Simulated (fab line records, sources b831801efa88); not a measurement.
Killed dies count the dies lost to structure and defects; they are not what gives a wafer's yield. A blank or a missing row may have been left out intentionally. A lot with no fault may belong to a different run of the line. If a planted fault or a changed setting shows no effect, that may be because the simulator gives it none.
fab line records + flow gf180mcu
record
- lots=14
- wafers=42
- last-day=34
route steps=602 shown MVSD@75 M1@332 M2@377 V2@383
lots that met no fault: taken from a fault-free run of the same line
start-h: hours from the record's first day to the start of the lot's first wafer shown + wait-h: hours elapsed since this lot's preceding step + " identical to the entry in the row above + L1.1+2: a single row standing in for several wafers + - no value present, or no start provided + * or withheld: withheld + < > ~ a bound
route shown NAME@n: names a module that has steps shown in the file, with the first one's number in the route + usual: average and standard deviation across the fault-free wafers + same: alike in all rows + chamber/n: place in a boat + sites: the reading at each site + _std_site: the values' standard deviation + _edge_site: outer sites' mean less inner sites' + radius-mm: how far each site lies from the wafer's centre + mask NAME#n: copy n + behind: tool/chamber where the wafer was last shaped + hold: reason for holding the lot/hours on hold/outcome of the hold + device: transistor that didn't switch, given as n, p or np + end of line: at the end of the route, the tests of the same wafers + a step given without rows: its recipe and nothing more + killed: the dies lost at the first sort to structure and to defects; this is not the yield of the wafer + map: dies across one wafer; x = killed, . = not, _ = none there
set.NAME: the setting the step ran with; set.NAME@STEP: the setting that earlier step ran with + model.NAME: the simulator's own value behind a step, which no gauge read
steps of the route over a sample of lots; a table a step, a row a wafer
services: from which hour (start-h, from the record's first day; less than 0 if before it) a tool's chamber was out of use, for how many hours, and why
## steps
# step GF_MVSD_IMPLANT_09
# recipe
- species=P
- energy-kev=100
- dose-cm2=5e+12
- tilt-deg=0
# usual
- beam-energy-keV=100.00/0.032
- beam-on-s=10.03/0.21
| lot.wafer | tool         | chamber | start-h | wait-h | beam-energy-keV | beam-on-s |
|-----------|--------------|---------|---------|--------|-----------------|-----------|
| L752.1    | implanter-02 | 0       | 86.49   | 0.1    | 99.94           | 10.22     |
| L752.2    | "            | 0       | "       | "      | 99.95           | 9.91      |
| L752.6    | "            | 0       | "       | "      | 99.95           | 9.90      |
| L753.2    | implanter-02 | 0       | 90.03   | 0.1    | 100.03          | 10.08     |
| L753.5    | "            | 0       | "       | "      | 100.03          | 9.98      |
| L753.6    | "            | 0       | "       | "      | 100.00          | 10.29     |
| L755.2    | implanter-02 | 0       | 100.88  | 0.1    | 99.91           | 10.06     |
| L755.5    | "            | 0       | "       | "      | 99.97           | 10.26     |
| L755.6    | "            | 0       | "       | "      | 100.01          | 10.07     |
| L756.1    | implanter-02 | 0       | 106.40  | 0.1    | 100.00          | 9.81      |
| L756.2    | "            | 0       | "       | "      | 100.01          | 9.90      |
| L756.5    | "            | 0       | "       | "      | 100.06          | 9.93      |
| L761.3    | implanter-01 | 0       | 134.55  | 0.1    | 100.02          | 10.39     |
| L761.4    | "            | 0       | "       | "      | 99.94           | 10.11     |
| L761.6    | "            | 0       | "       | "      | 99.98           | 9.94      |
| L762.2    | implanter-02 | 0       | 139.08  | 0.1    | 100.00          | 9.83      |
| L762.4    | "            | 0       | "       | "      | 100.02          | 10.15     |
| L762.5    | "            | 0       | "       | "      | 100.02          | 10.05     |
| L764.2    | implanter-02 | -       | 152.47  | 0.1    | -               | -         |
| L764.4    | "            | -       | "       | "      | -               | -         |
| L764.5    | "            | -       | "       | "      | -               | -         |
| L765.1    | implanter-01 | -       | 158.14  | 0.1    | -               | -         |
| L765.3    | "            | -       | "       | "      | -               | -         |
| L765.4    | "            | -       | "       | "      | -               | -         |
| L766.2    | implanter-04 | 0       | 164.03  | 0.1    | 99.97           | 10.09     |
| L766.3    | "            | 0       | "       | "      | 100.00          | 9.71      |
| L766.6    | "            | 0       | "       | "      | 99.99           | 9.52      |
| L768.2    | implanter-01 | 0       | 175.58  | 0.1    | 99.98           | 9.95      |
| L768.5    | "            | 0       | "       | "      | 100.00          | 10.01     |
| L768.6    | "            | 0       | "       | "      | 99.97           | 9.88      |
| L770.2    | implanter-04 | 0       | 185.32  | 0.1    | 99.96           | 9.96      |
| L770.5    | "            | 0       | "       | "      | 99.98           | 9.93      |
| L770.6    | "            | 0       | "       | "      | 100.01          | 9.80      |
| L773.1    | implanter-02 | 0       | 206.39  | 0.1    | 100.03          | 10.22     |
| L773.5    | "            | 0       | "       | "      | 100.00          | 9.77      |
| L773.6    | "            | 0       | "       | "      | 99.99           | 10.31     |
| L774.2    | implanter-02 | 0       | 209.78  | 0.1    | 100.04          | 9.41      |
| L774.3    | "            | 0       | "       | "      | 100.02          | 10.14     |
| L774.5    | "            | 0       | "       | "      | 99.98           | 9.95      |
| L775.2    | implanter-02 | 0       | 215.83  | 0.1    | 100.00          | 9.83      |
| L775.3    | "            | 0       | "       | "      | 99.93           | 9.87      |
| L775.6    | "            | 0       | "       | "      | 100.02          | 10.06     |
# step GF_MVSD_TW_MEAS_11
# usual
- MVSD_TW=1573/10
| lot.wafer | tool          | chamber | start-h | wait-h | MVSD_TW |
|-----------|---------------|---------|---------|--------|---------|
| L752.1    | film-metro-03 | -       | 86.74   | 0.1    | 1558    |
| L752.2    | "             | -       | "       | "      | 1554    |
| L752.6    | "             | -       | "       | "      | 1559    |
| L753.2    | film-metro-03 | -       | 90.26   | 0.1    | 1558    |
| L753.5    | "             | -       | "       | "      | 1565    |
| L753.6    | "             | -       | "       | "      | 1558    |
| L755.2    | film-metro-02 | -       | 101.11  | 0.1    | 1574    |
| L755.5    | "             | -       | "       | "      | 1571    |
| L755.6    | "             | -       | "       | "      | 1590    |
| L756.1    | film-metro-02 | -       | 106.65  | 0.1    | 1580    |
| L756.2    | "             | -       | "       | "      | 1574    |
| L756.5    | "             | -       | "       | "      | 1568    |
| L761.3    | film-metro-03 | -       | 134.77  | 0.1    | 1569    |
| L761.4    | "             | -       | "       | "      | 1565    |
| L761.6    | "             | -       | "       | "      | 1561    |
| L762.2    | film-metro-04 | -       | 139.31  | 0.1    | 1581    |
| L762.4    | "             | -       | "       | "      | 1585    |
| L762.5    | "             | -       | "       | "      | 1585    |
| L764.2    | film-metro-03 | -       | 152.70  | 0.1    | 1497    |
| L764.4    | "             | -       | "       | "      | 1491    |
| L764.5    | "             | -       | "       | "      | 1489    |
| L765.1    | film-metro-02 | -       | 158.39  | 0.1    | 1511    |
| L765.3    | "             | -       | "       | "      | 1509    |
| L765.4    | "             | -       | "       | "      | 1518    |
| L766.2    | film-metro-03 | -       | 164.26  | 0.1    | 1560    |
| L766.3    | "             | -       | "       | "      | 1562    |
| L766.6    | "             | -       | "       | "      | 1560    |
| L768.2    | film-metro-02 | -       | 175.81  | 0.1    | 1563    |
| L768.5    | "             | -       | "       | "      | 1566    |
| L768.6    | "             | -       | "       | "      | 1563    |
| L770.2    | film-metro-04 | -       | 185.55  | 0.1    | 1585    |
| L770.5    | "             | -       | "       | "      | 1594    |
| L770.6    | "             | -       | "       | "      | 1592    |
| L773.1    | film-metro-04 | -       | 206.64  | 0.1    | 1566    |
| L773.5    | "             | -       | "       | "      | 1570    |
| L773.6    | "             | -       | "       | "      | 1567    |
| L774.2    | film-metro-03 | -       | 210.01  | 0.1    | 1580    |
| L774.3    | "             | -       | "       | "      | 1584    |
| L774.5    | "             | -       | "       | "      | 1589    |
| L775.2    | film-metro-02 | -       | 216.06  | 0.1    | 1577    |
| L775.3    | "             | -       | "       | "      | 1588    |
| L775.6    | "             | -       | "       | "      | 1582    |
# step GF_VT_IMPLANT_RS_MEAS_46
# recipe
- thk-meas-gauge=four-point-probe
# usual
- MVSD_RS=455.9/1.1
| lot.wafer | tool          | chamber | start-h | wait-h | MVSD_RS[ohm/sq] |
|-----------|---------------|---------|---------|--------|-----------------|
| L752.1    | film-metro-04 | -       | 162.69  | 0.1    | 455.5           |
| L752.2    | "             | -       | "       | "      | 456.6           |
| L752.6    | "             | -       | "       | "      | 457.1           |
| L753.2    | film-metro-02 | -       | 166.34  | 0.1    | 456.6           |
| L753.5    | "             | -       | "       | "      | 457.2           |
| L753.6    | "             | -       | "       | "      | 457.1           |
| L755.2    | film-metro-02 | -       | 178.57  | 0.1    | 456.1           |
| L755.5    | "             | -       | "       | "      | 456.1           |
| L755.6    | "             | -       | "       | "      | 456.9           |
| L756.1    | film-metro-02 | -       | 184.96  | 0.1    | 454.8           |
| L756.2    | "             | -       | "       | "      | 456.7           |
| L756.5    | "             | -       | "       | "      | 456.5           |
| L761.3    | film-metro-03 | -       | 216.86  | 0.1    | 454.9           |
| L761.4    | "             | -       | "       | "      | 455.2           |
| L761.6    | "             | -       | "       | "      | 457.2           |
| L762.2    | film-metro-03 | -       | 223.48  | 0.1    | 457.2           |
| L762.4    | "             | -       | "       | "      | 456.1           |
| L762.5    | "             | -       | "       | "      | 456.6           |
| L764.2    | film-metro-03 | -       | 238.13  | 0.1    | -               |
| L764.4    | "             | -       | "       | "      | -               |
| L764.5    | "             | -       | "       | "      | -               |
| L765.1    | film-metro-04 | -       | 244.85  | 0.1    | -               |
| L765.3    | "             | -       | "       | "      | -               |
| L765.4    | "             | -       | "       | "      | -               |
| L766.2    | film-metro-02 | -       | 251.97  | 0.1    | 454.6           |
| L766.3    | "             | -       | "       | "      | 456.2           |
| L766.6    | "             | -       | "       | "      | 456.0           |
| L768.2    | film-metro-04 | -       | 264.02  | 0.1    | 457.4           |
| L768.5    | "             | -       | "       | "      | 456.7           |
| L768.6    | "             | -       | "       | "      | 456.9           |
| L770.2    | film-metro-03 | -       | 276.22  | 0.1    | 455.8           |
| L770.5    | "             | -       | "       | "      | 455.0           |
| L770.6    | "             | -       | "       | "      | 454.1           |
| L773.1    | film-metro-02 | -       | 299.61  | 0.1    | 457.1           |
| L773.5    | "             | -       | "       | "      | 457.7           |
| L773.6    | "             | -       | "       | "      | 458.5           |
| L774.2    | film-metro-03 | -       | 303.82  | 0.1    | 456.1           |
| L774.3    | "             | -       | "       | "      | 456.1           |
| L774.5    | "             | -       | "       | "      | 454.4           |
| L775.2    | film-metro-04 | -       | 311.02  | 0.1    | 454.9           |
| L775.3    | "             | -       | "       | "      | 455.6           |
| L775.6    | "             | -       | "       | "      | 455.2           |
# step GF_M1_STRIP_17
# recipe
- chemistry=O2/N2
- power-w=1400
- pressure-mtorr=1500
- platen-temp-c=250
- o2-flow-sccm=3000
- n2-flow-sccm=300
- overash-fraction=0.5
# usual
- drypump-motor-current-A=5.5/0.4
- heater-power-w=338/23
- oes-product-au=0.539/0.0046
- platen-temp-c=249.98/0.17
- strip-time-to-endpoint-s=7.42/0.038
| lot.wafer | tool            | chamber | start-h | wait-h | drypump-motor-current-A | heater-power-w | oes-product-au | platen-temp-c | rf-hours-counter-h | strip-time-to-endpoint-s |
|-----------|-----------------|---------|---------|--------|-------------------------|----------------|----------------|---------------|--------------------|--------------------------|
| L752.1    | plasma-asher-02 | 1       | 389.85  | 0.1    | 5.6                     | 343            | 0.536          | 249.97        | 28                 | 7.31                     |
| L752.2    | "               | 0       | "       | "      | 6.1                     | 347            | 0.536          | 249.67        | 28                 | 7.40                     |
| L752.6    | "               | 1       | "       | "      | 5.6                     | 345            | 0.539          | 250.03        | -                  | 7.38                     |
| L753.2    | plasma-asher-04 | 1       | 394.43  | 0.1    | 5.8                     | 292            | 0.547          | 249.80        | 61                 | 7.41                     |
| L753.5    | "               | 1       | "       | "      | 5.8                     | 288            | 0.548          | 249.97        | -                  | 7.43                     |
| L753.6    | "               | 0       | "       | "      | 5.2                     | 374            | 0.545          | 249.98        | -                  | 7.45                     |
| L755.2    | plasma-asher-02 | 1       | 414.55  | 0.1    | 5.6                     | 349            | 0.537          | 249.97        | 30                 | 7.40                     |
| L755.5    | "               | 0       | "       | "      | 6.1                     | 351            | 0.543          | 250.01        | -                  | 7.36                     |
| L755.6    | "               | 1       | "       | "      | 5.6                     | 344            | 0.531          | 249.96        | -                  | 7.38                     |
| L756.1    | plasma-asher-04 | 0       | 422.25  | 0.1    | 5.2                     | 367            | 0.537          | 249.75        | 64                 | 7.38                     |
| L756.2    | "               | 1       | "       | "      | 5.8                     | 291            | 0.534          | 250.04        | 64                 | 7.33                     |
| L756.5    | "               | 1       | "       | "      | 5.8                     | 289            | 0.539          | 249.90        | -                  | 7.39                     |
| L761.3    | plasma-asher-02 | 1       | 463.83  | 0.1    | 5.6                     | 343            | 0.541          | 250.19        | -                  | 7.36                     |
| L761.4    | "               | 0       | "       | "      | 6.2                     | 351            | 0.539          | 249.86        | -                  | 7.50                     |
| L761.6    | "               | 1       | "       | "      | 5.6                     | 356            | 0.541          | 250.11        | -                  | 7.48                     |
| L762.2    | plasma-asher-04 | 1       | 478.98  | 0.1    | 5.8                     | 288            | 0.538          | 250.09        | 71                 | 7.45                     |
| L762.4    | "               | 1       | "       | "      | 5.8                     | 284            | 0.542          | 250.02        | -                  | 7.40                     |
| L762.5    | "               | 0       | "       | "      | 5.2                     | 360            | 0.543          | 250.02        | -                  | 7.44                     |
| L766.2    | plasma-asher-03 | 0       | 509.84  | 0.1    | 4.9                     | 347            | 0.534          | 249.75        | 85                 | 7.36                     |
| L766.3    | "               | 0       | "       | "      | 4.9                     | 344            | 0.535          | 249.97        | -                  | 7.36                     |
| L766.6    | "               | 0       | "       | "      | 4.9                     | 345            | 0.537          | 249.69        | -                  | 7.42                     |
| L768.2    | plasma-asher-03 | 1       | 526.44  | 0.1    | 5.4                     | 329            | 0.540          | 250.15        | 87                 | 7.45                     |
| L768.5    | "               | 1       | "       | "      | 5.4                     | 325            | 0.550          | 250.29        | -                  | 7.46                     |
| L768.6    | "               | 0       | "       | "      | 4.9                     | 338            | 0.541          | 250.08        | -                  | 7.48                     |
| L770.2    | plasma-asher-04 | 1       | 553.85  | 0.1    | 5.8                     | 287            | 0.544          | 249.88        | 78                 | 7.38                     |
| L770.5    | "               | 1       | "       | "      | 5.8                     | 286            | 0.539          | 249.88        | -                  | 7.43                     |
| L770.6    | "               | 0       | "       | "      | 5.2                     | 372            | 0.533          | 250.18        | -                  | 7.39                     |
| L773.1    | plasma-asher-02 | 0       | 574.88  | 0.1    | 6.1                     | 356            | 0.533          | 250.10        | 48                 | 7.44                     |
| L773.5    | "               | 1       | "       | "      | 5.6                     | 344            | 0.534          | 250.03        | -                  | 7.44                     |
| L773.6    | "               | 0       | "       | "      | 6.1                     | 346            | 0.536          | 250.06        | -                  | 7.47                     |
| L774.2    | plasma-asher-03 | 1       | 578.00  | 0.1    | 5.4                     | 318            | 0.533          | 249.89        | 92                 | 7.43                     |
| L774.3    | "               | 0       | "       | "      | 4.9                     | 341            | 0.529          | 249.72        | -                  | 7.36                     |
| L774.5    | "               | 0       | "       | "      | 4.9                     | 334            | 0.540          | 250.05        | -                  | 7.36                     |
| L775.2    | plasma-asher-03 | 0       | 579.83  | 0.1    | 4.9                     | 347            | 0.542          | 249.90        | 92                 | 7.39                     |
| L775.3    | "               | 1       | "       | "      | 5.4                     | 323            | 0.541          | 250.14        | -                  | 7.43                     |
| L775.6    | "               | 1       | "       | "      | 5.4                     | 323            | 0.536          | 249.92        | -                  | 7.41                     |
# step GF_M2_OVL_MEAS_15
# usual
- M2_OVL=2/5.7
| lot.wafer | tool       | chamber | start-h | wait-h | M2_OVL[nm] |
|-----------|------------|---------|---------|--------|------------|
| L752.1    | overlay-01 | -       | 440.52  | 0.1    | -4         |
| L752.2    | "          | -       | "       | "      | -10        |
| L752.6    | "          | -       | "       | "      | -5         |
| L753.2    | overlay-01 | -       | 445.18  | 0.1    | -7         |
| L753.5    | "          | -       | "       | "      | 5          |
| L753.6    | "          | -       | "       | "      | -3         |
| L755.2    | overlay-01 | -       | 465.74  | 0.1    | 9          |
| L755.5    | "          | -       | "       | "      | 8          |
| L755.6    | "          | -       | "       | "      | 0          |
| L756.1    | overlay-02 | -       | 474.38  | 0.1    | 4          |
| L756.2    | "          | -       | "       | "      | 7          |
| L756.5    | "          | -       | "       | "      | 9          |
| L761.3    | overlay-01 | -       | 513.94  | 0.1    | 4          |
| L761.4    | "          | -       | "       | "      | -2         |
| L761.6    | "          | -       | "       | "      | -2         |
| L762.2    | overlay-01 | -       | 528.49  | 0.1    | 4          |
| L762.4    | "          | -       | "       | "      | 3          |
| L762.5    | "          | -       | "       | "      | -2         |
| L766.2    | overlay-02 | -       | 557.99  | 0.1    | -7         |
| L766.3    | "          | -       | "       | "      | 3          |
| L766.6    | "          | -       | "       | "      | -13        |
| L768.2    | overlay-01 | -       | 577.88  | 0.1    | 7          |
| L768.5    | "          | -       | "       | "      | 11         |
| L768.6    | "          | -       | "       | "      | 1          |
| L770.2    | overlay-01 | -       | 600.28  | 0.1    | -6         |
| L770.5    | "          | -       | "       | "      | -8         |
| L770.6    | "          | -       | "       | "      | -6         |
| L773.1    | overlay-01 | -       | 619.28  | 0.1    | 5          |
| L773.5    | "          | -       | "       | "      | 9          |
| L773.6    | "          | -       | "       | "      | 3          |
| L774.2    | overlay-01 | -       | 623.46  | 0.1    | -6         |
| L774.3    | "          | -       | "       | "      | 5          |
| L774.5    | "          | -       | "       | "      | -2         |
| L775.2    | overlay-02 | -       | 624.39  | 0.1    | -1         |
| L775.3    | "          | -       | "       | "      | 8          |
| L775.6    | "          | -       | "       | "      | 4          |
# step GF_V2_THK_MEAS_01
# recipe
- reads=SiO2_of_V2_CVD_00
# usual
- V2_CVD_00_THK=600/6.1
| lot.wafer | tool          | chamber | start-h | wait-h | V2_CVD_00_THK[nm] |
|-----------|---------------|---------|---------|--------|-------------------|
| L752.1    | film-metro-04 | -       | 441.29  | 0.0    | 599               |
| L752.2    | "             | -       | "       | "      | 600               |
| L752.6    | "             | -       | "       | "      | 601               |
| L753.2    | film-metro-02 | -       | 445.95  | 0.0    | 606               |
| L753.5    | "             | -       | "       | "      | 611               |
| L753.6    | "             | -       | "       | "      | 603               |
| L755.2    | film-metro-02 | -       | 466.55  | 0.0    | 604               |
| L755.5    | "             | -       | "       | "      | 604               |
| L755.6    | "             | -       | "       | "      | 602               |
| L756.1    | film-metro-04 | -       | 475.18  | 0.0    | 595               |
| L756.2    | "             | -       | "       | "      | 600               |
| L756.5    | "             | -       | "       | "      | 593               |
| L761.3    | film-metro-04 | -       | 514.75  | 0.1    | 607               |
| L761.4    | "             | -       | "       | "      | 604               |
| L761.6    | "             | -       | "       | "      | 617               |
| L762.2    | film-metro-03 | -       | 529.27  | 0.0    | 592               |
| L762.4    | "             | -       | "       | "      | 600               |
| L762.5    | "             | -       | "       | "      | 605               |
| L766.2    | film-metro-04 | -       | 558.79  | 0.0    | 605               |
| L766.3    | "             | -       | "       | "      | 601               |
| L766.6    | "             | -       | "       | "      | 594               |
| L768.2    | film-metro-03 | -       | 578.73  | 0.1    | 604               |
| L768.5    | "             | -       | "       | "      | 596               |
| L768.6    | "             | -       | "       | "      | 599               |
| L770.2    | film-metro-03 | -       | 601.09  | 0.0    | 594               |
| L770.5    | "             | -       | "       | "      | 592               |
| L770.6    | "             | -       | "       | "      | 596               |
| L773.1    | film-metro-03 | -       | 620.12  | 0.1    | 588               |
| L773.5    | "             | -       | "       | "      | 594               |
| L773.6    | "             | -       | "       | "      | 597               |
| L774.2    | film-metro-03 | -       | 624.24  | 0.0    | 597               |
| L774.3    | "             | -       | "       | "      | 603               |
| L774.5    | "             | -       | "       | "      | 607               |
| L775.2    | film-metro-03 | -       | 625.19  | 0.1    | 596               |
| L775.3    | "             | -       | "       | "      | 607               |
| L775.6    | "             | -       | "       | "      | 599               |
## services
| tool            | chamber | start-h | hours | kind   |
|-----------------|---------|---------|-------|--------|
| plasma-asher-04 | -       | 77.99   | 1.7   | repair |
| plasma-asher-03 | -       | 97.82   | 5.0   | repair |
| implanter-02    | -       | 101.02  | 4.5   | pm     |
| plasma-asher-02 | -       | 108.75  | 9.0   | pm     |
| implanter-02    | -       | 156.40  | 3.3   | repair |
| implanter-01    | -       | 159.61  | 5.5   | pm     |
| plasma-asher-03 | -       | 180.49  | 1.7   | repair |
| implanter-02    | -       | 194.91  | 2.0   | repair |
| plasma-asher-03 | -       | 201.89  | 1.6   | repair |
| plasma-asher-04 | -       | 257.52  | 4.1   | repair |
| implanter-02    | -       | 297.09  | 5.7   | pm     |
| plasma-asher-03 | -       | 301.29  | 2.8   | pm     |
| implanter-02    | -       | 313.90  | 1.6   | repair |
| implanter-04    | -       | 319.04  | 4.6   | repair |
| plasma-asher-04 | -       | 326.92  | 2.3   | repair |
| implanter-02    | -       | 338.31  | 2.7   | pm     |
| plasma-asher-04 | -       | 349.12  | 4.3   | pm     |
| implanter-01    | -       | 393.83  | 2.2   | pm     |
| implanter-02    | -       | 498.45  | 9.7   | repair |
| plasma-asher-03 | -       | 501.69  | 7.6   | repair |
| plasma-asher-04 | -       | 506.53  | 8.5   | repair |
| implanter-01    | -       | 511.25  | 1.2   | repair |
| plasma-asher-03 | -       | 560.84  | 9.5   | repair |
| implanter-02    | -       | 571.67  | 2.9   | repair |
## key
first-sign
- step=GF_MVSD_IMPLANT_09
- reading=tool-record
- direction=missing
effect
- step=GF_MVSD_TW_MEAS_11
- reading=MVSD_TW
- direction=down
- sigmas=7
- usual=1573
- struck=1502
effect
- step=GF_VT_IMPLANT_RS_MEAS_46
- reading=MVSD_RS
- direction=missing
met-at GF_MVSD_IMPLANT_09
struck-lots L764,L765
later-rows-left-out L764.2,L764.4,L764.5,L765.1,L765.3,L765.4
sort-left-out L764.2,L764.4,L764.5,L765.1,L765.3,L765.4
tester-left-out L764,L765
not-acting-at GF_M1_STRIP_17,GF_M2_OVL_MEAS_15,GF_V2_THK_MEAS_01
onset-between 139.08 152.47
fault
- kind=skipped-step-whole
- tool=implanter-01,implanter-02
- chamber=-
- onset-h=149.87
- steps=GF_MVSD_IMPLANT_09
- scope=struck-lots-only
# tester-left-out: of these lots the tester's yield and bins aren't shown, on N5 and GAA mostly nor the transistor test; their killed dies are dies lost to structure and defects alone, not to doping, threshold or leakage, so they don't give the yield
# sort-left-out: the simulated sort isn't trusted on such a fault, so these wafers' sort isn't shown, and their yield isn't known
# later-rows-left-out: the simulator's readings of these wafers behind a module that went badly wrong aren't trusted and aren't shown, but for the sort
